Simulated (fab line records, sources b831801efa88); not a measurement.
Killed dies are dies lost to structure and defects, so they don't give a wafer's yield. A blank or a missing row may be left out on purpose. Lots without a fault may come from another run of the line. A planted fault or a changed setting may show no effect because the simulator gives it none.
A struck lot beside a sound one | flow gf180mcu | 16 steps out of a route of 602
Sound: wafers L958.3, L958.5, L958.6. Struck: wafers L973.1, L973.2, L973.3. The cause comes at the end.
At each step with rows: each side's tool, then ch and its chambers, then its first start. Under that, the readings that differ: sound wafers | struck wafers | difference of the means | sigmas: that difference in standard deviations of wafers without a fault.
alike: readings whose means differ by less than 2 such deviations, and words and numbers that are the same on both sides. not compared: withheld readings, readings that some wafer has no value for, bounds like >300 that may hide the same value, and numbers for which the record gives no deviation and whose values overlap.
The two part at a step that has a row with sigmas, a row that says differs or no value, or rows on one side only. Numbers that don't overlap but have no deviation are shown without sigmas and don't part them. A reading that every wafer of one side lacks parts them only if that side has two wafers or more.

first, 1 step without rows for these wafers: GF_TOP_METAL_CLEAN_19 (cleans in DIW).
GF_PASSIVATION_CVD_00: deposits SiO2 from TEOS, target thk 1000 nm, time 111.95 s.
  sound on pecvd-01 ch 0,1, day 29 16:52; struck on pecvd-02 ch 0,1,2, day 33 11:25
  alike: heater_power_w
GF_PASSIVATION_THK_MEAS_01:
  sound on film_metro-01, day 29 16:58; struck on film_metro-04, day 33 11:29
  alike: PASSIVATION_CVD_00_THK
GF_PASSIVATION_CVD_02: deposits Si3N4, target thk 700 nm, time 486.18 s.
  sound on pecvd-02 ch 0,2, day 29 17:00; struck on pecvd-01 ch 0,1,2, day 33 11:32
  alike: heater_power_w
GF_PASSIVATION_THK_MEAS_03:
  sound on film_metro-04, day 29 17:19; struck on film_metro-01, day 33 11:50
  alike: PASSIVATION_CVD_02_THK
then, 7 steps without rows for these wafers: GF_PASSIVATION_DEHYDRATE_04 (time 60 s); GF_PASSIVATION_HMDS_05 (prime time 60 s); GF_PASSIVATION_COAT_06 (resist thk 4000 nm); GF_PASSIVATION_SOFTBAKE_07; GF_PASSIVATION_EXPOSE_08 (exposes mask Pad, target cd 40000 nm); GF_PASSIVATION_PEB_09; GF_PASSIVATION_DEVELOP_10 (develop time 58.78 s).
GF_PASSIVATION_ETCH_11: etches the open film in CF4/O2, stops on TiN, target depth 2040 nm, time 453.3 s.
  sound on rie_diel-02 ch 0,1, day 30 11:33; struck on rie_diel-04 ch 0,2,3, day 34 03:11
  reading                                       | sound             | struck            | difference | sigmas
  oes_product_au (a.u.)                         | 0.988 0.995 0.990 | 0.898 0.906 0.920 | -0.083     | -13
  rf_fwd_power_W (W)                            | 801.8 799.8 797.6 | 666.6 671.5 670.2 | -130.3     | -54
  throttle_valve_pct (%)                        | 5.969 5.982 5.985 | 5.939 5.927 5.933 | -0.046     | -5
  model.coat_of_PASSIVATION_COAT_06.thk_nm (nm) | 2597 2590 2594    | 2863 2859 2844    | +262       |
  alike: O2_flow_sccm, cf4_flow_sccm, drypump_motor_current_A
  not compared: rf_hours_counter_h
GF_PASSIVATION_STRIP_12: strips in O2/N2.
  sound on plasma_asher-03 ch 0,1, day 30 11:51; struck on plasma_asher-03 ch 0,1, day 34 03:26
  reading                      | sound                | struck               | difference | sigmas
  platen_temp_c (C)            | 250.24 250.25 250.14 | 249.82 249.81 249.91 | -0.36      | -2
  strip_time_to_endpoint_s (s) | 32.45 32.37 32.40    | 35.48 35.44 35.31    | +3.00      | +11
  alike: drypump_motor_current_A, heater_power_w, oes_product_au
  not compared: rf_hours_counter_h
then, 1 step without rows for these wafers: GF_PASSIVATION_ANNEAL_13 (time 1800 s).
GF_PASSIVATION_PROBE_99:
  sound on prober-02, day 30 13:38; struck on prober-01, day 34 05:10
  no value came back on the struck wafers for model.etest.tester.sort_n_pass, model.etest.tester.sort_yield_pct (%), model.etest.tester.sort_bin_5_pct (%); on the sound wafers model.etest.tester.sort_n_pass reads 454 447 444

WHERE THEY PART
First at GF_PASSIVATION_ETCH_11; last, within this record, at GF_PASSIVATION_PROBE_99.

WHY: what the simulator had put in
Process parameter drift: rie_diel-04, from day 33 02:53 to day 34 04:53, at GF_PASSIVATION_ETCH_11. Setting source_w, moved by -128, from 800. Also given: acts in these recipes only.
